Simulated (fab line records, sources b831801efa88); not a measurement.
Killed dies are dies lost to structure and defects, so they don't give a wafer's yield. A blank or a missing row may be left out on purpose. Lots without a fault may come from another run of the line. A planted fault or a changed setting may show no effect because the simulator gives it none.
A struck lot beside a sound one | flow sky130 | 24 steps out of a route of 708
Sound: wafers L857.1, L857.3, L857.4. Struck: wafers L862.1, L862.2, L862.4. The cause comes at the end.
At each step with rows: each side's tool, then ch and its chambers, then its first start. Under that, the readings that differ: sound wafers | struck wafers | difference of the means | sigmas: that difference in standard deviations of wafers without a fault.
alike: readings whose means differ by less than 2 such deviations, and words and numbers that are the same on both sides. not compared: withheld readings, readings that some wafer has no value for, bounds like >300 that may hide the same value, and numbers for which the record gives no deviation and whose values overlap.
The two part at a step that has a row with sigmas, a row that says differs or no value, or rows on one side only. Numbers that don't overlap but have no deviation are shown without sigmas and don't part them. A reading that every wafer of one side lacks parts them only if that side has two wafers or more.

SKY_LI_CONTACT_SPUTTER_19: material Ti, target thk 20 nm, time 106.37 s.
  sound on pvd_sputter-04, day 30 19:35; struck on pvd_sputter-04, day 32 13:34
  alike: throttle_valve_pct
SKY_LI_CONTACT_SPUTTER_20: material TiN, target thk 20 nm, time 80 s.
  sound on pvd_sputter-04, day 30 19:40; struck on pvd_sputter-04, day 32 13:39
  alike: throttle_valve_pct
SKY_LI_CONTACT_CVD_21: deposits W, target thk 400 nm, time 120.56 s.
  sound on cvd_w-02 ch 0,1, day 30 19:43; struck on cvd_w-01 ch 0,1, day 32 13:43
  alike: heater_power_w
SKY_LI_CONTACT_RS_MEAS_22: measures by four-point-probe.
  sound on film_metro-02, day 30 19:51; struck on film_metro-02, day 32 13:50
  alike: LI_CONTACT_W_RS
SKY_LI_CONTACT_THK_MEAS_23: measures by xrf.
  sound on film_metro-02, day 30 19:58; struck on film_metro-02, day 32 13:57
  alike: LI_CONTACT_W_THK
SKY_LI_CONTACT_CMP_24: polishes, stops on PSG, t overpolish 20 s, target thk 0 nm.
  sound on cmp-01 ch 0,1,3, day 30 20:02; struck on cmp-02 ch 0,1,3, day 32 14:01
  alike: motor_current_A, overpolish_run_s, retaining_ring_pressure_frac, slurry_flow_ml_min, time_to_endpoint_s
then, 1 step without rows for these wafers: SKY_LOCAL_INTERCONNECT_SPUTTER_00 (material TiN, target thk 100 nm, time 83.3 s).
SKY_LOCAL_INTERCONNECT_RS_MEAS_01: measures by four-point-probe.
  sound on film_metro-04, day 30 20:23; struck on film_metro-03, day 32 14:23
  alike: LOCAL_INTERCONNECT_TIN_RS
SKY_LOCAL_INTERCONNECT_THK_MEAS_02: measures by xrf.
  sound on film_metro-04, day 30 20:31; struck on film_metro-03, day 32 14:30
  alike: LOCAL_INTERCONNECT_TIN_THK
then, 3 steps without rows for these wafers: SKY_LOCAL_INTERCONNECT_DEHYDRATE_03 (time 60 s); SKY_LOCAL_INTERCONNECT_HMDS_04 (prime time 60 s); SKY_LOCAL_INTERCONNECT_COAT_05 (resist thk 60 nm).
SKY_LOCAL_INTERCONNECT_COAT_06: resist thk 450 nm.
  sound on litho_track-01 ch 0, day 31 10:00; struck on litho_track-04 ch 0, day 33 02:00
  reading                                                   | sound                | struck               | difference | sigmas
  spin_speed_rpm (rpm)                                      | 2999.7 2997.6 2996.9 | 3237.2 3238.4 3239.5 | +240.3     | +99 or more
  model.KrF-thick_of_LOCAL_INTERCONNECT_COAT_06.thk_nm (nm) | 447.9 448.9 449.3    | 433.5 433.6 434.2    | -14.9      |
then, 4 steps without rows for these wafers: SKY_LOCAL_INTERCONNECT_SOFTBAKE_07 (time 90 s); SKY_LOCAL_INTERCONNECT_EXPOSE_08 (exposes mask LI1M, target cd 170 nm); SKY_LOCAL_INTERCONNECT_PEB_09; SKY_LOCAL_INTERCONNECT_DEVELOP_10 (develop time 60 s).
SKY_LOCAL_INTERCONNECT_CD_MEAS_11: target cd 170 nm.
  sound on cd_sem-01, day 31 23:57; struck on cd_sem-01, day 33 16:28
  alike: cd_nm
SKY_LOCAL_INTERCONNECT_OVL_MEAS_12:
  sound on overlay-02, day 32 00:04; struck on overlay-02, day 33 16:35
  alike: LOCAL_INTERCONNECT_OVL
SKY_LOCAL_INTERCONNECT_ETCH_13: etches BARC in N2/H2, stops on SiO2, time 45.9 s, target depth 60 nm.
  sound on rie_metal-01 ch 0,1, day 32 00:06; struck on rie_metal-02 ch 0,1, day 33 16:37
  alike: drypump_motor_current_A, h2_flow_sccm, oes_product_au, throttle_valve_pct
  not compared: rf_hours_counter_h
SKY_LOCAL_INTERCONNECT_METAL_ETCH_14: etches TiN in Cl2/BCl3, stops on PSG, target depth 110 nm, time 31.4 s.
  sound on rie_metal-01 ch 0,1, day 32 00:10; struck on rie_metal-02 ch 0,1, day 33 16:41
  reading                                                   | sound             | struck            | difference | sigmas
  model.KrF-thick_of_LOCAL_INTERCONNECT_COAT_06.thk_nm (nm) | 345.2 347.7 346.6 | 331.5 331.6 332.1 | -14.8      |
  alike: drypump_motor_current_A, oes_product_au, throttle_valve_pct
  not compared: rf_hours_counter_h
SKY_LOCAL_INTERCONNECT_STRIP_15: strips in O2/N2.
  sound on plasma_asher-02 ch 0,1, day 32 00:13; struck on plasma_asher-04 ch 0,1, day 33 16:44
  reading                      | sound             | struck            | difference | sigmas
  strip_time_to_endpoint_s (s) | 4.668 4.706 4.712 | 4.543 4.556 4.527 | -0.153     | -8
  alike: drypump_motor_current_A, oes_product_au
  not compared: rf_hours_counter_h
then, 1 step without rows for these wafers: SKY_LOCAL_INTERCONNECT_STRIP_16 (strips in post etch residue remover, time 1200 s).
SKY_PAD_OPEN_PROBE_99:
  the record has rows for the sound wafers here (prober-02, day 46 23:11) and none for the struck ones

WHERE THEY PART
First at SKY_LOCAL_INTERCONNECT_COAT_06; last, within this record, at SKY_PAD_OPEN_PROBE_99.

WHY: what the simulator had put in
Process parameter drift: litho_track-04, from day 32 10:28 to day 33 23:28, at SKY_LOCAL_INTERCONNECT_COAT_06. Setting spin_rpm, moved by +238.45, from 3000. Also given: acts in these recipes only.
